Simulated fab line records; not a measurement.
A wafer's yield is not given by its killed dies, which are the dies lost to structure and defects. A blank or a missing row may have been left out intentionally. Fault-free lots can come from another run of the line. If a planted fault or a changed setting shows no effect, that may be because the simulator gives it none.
Chamber matching || flow gf180mcu || GF_V1_CMP_04 on cmp-02: 4 sister chambers
The step polishes SiO2. 4 wafers are shown with their chamber, then 7 later ones without.

## WAFERS WITH THEIR CHAMBER
{"wafer": "L548.3", "chamber": 0, "motorCurrentA (A)": 11.7}
{"wafer": "L548.4", "chamber": 3, "motorCurrentA (A)": 10.7}
{"wafer": "L557.2", "chamber": 2, "motorCurrentA (A)": 10.9}
{"wafer": "L557.3", "chamber": 1, "motorCurrentA (A)": 13.0}

## WAFERS WHOSE CHAMBER IS MISSING
{"wafer": "L557.6", "motorCurrentA (A)": 10.1}
{"wafer": "L558.2", "motorCurrentA (A)": 10.6}
{"wafer": "L558.3", "motorCurrentA (A)": 11.2}
{"wafer": "L558.6", "motorCurrentA (A)": 11.3}
{"wafer": "L560.1", "motorCurrentA (A)": 10.6}
{"wafer": "L560.2", "motorCurrentA (A)": 12.3}
{"wafer": "L560.4", "motorCurrentA (A)": 13.0}

## WHICH CHAMBER EACH WENT THROUGH
{"wafer": "L557.6", "from the rows above": "can't be placed: 3 or 2", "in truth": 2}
{"wafer": "L558.2", "from the rows above": "can't be placed: 3 or 2", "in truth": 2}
{"wafer": "L558.3", "from the rows above": "can't be placed: 2 or 0 or 3", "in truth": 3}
{"wafer": "L558.6", "from the rows above": "can't be placed: 0 or 2 or 3", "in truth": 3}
{"wafer": "L560.1", "from the rows above": "can't be placed: 3 or 2", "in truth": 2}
{"wafer": "L560.2", "from the rows above": "can't be placed: 0 or 1", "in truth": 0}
{"wafer": "L560.4", "from the rows above": 1, "in truth": 1}
1 of 7 placed correctly. Can't be placed from these rows: 6 (the true chamber is among the candidates in 6). Wrongly placed: 0.
How it was worked out, from the rows above alone: a wafer's distance from a chamber is the root of the sum, over the readings, of the square of ((its reading less the chamber's mean) divided by the reading's scatter). The wafer belongs to the nearest chamber; if the next one is less than 2 further off, it can't be placed. Each chamber's mean is taken over the wafers shown for it. The scatter (one wafer shown for each chamber): square how far every hidden wafer sits from the nearest shown wafer, average those squares and take the square root.
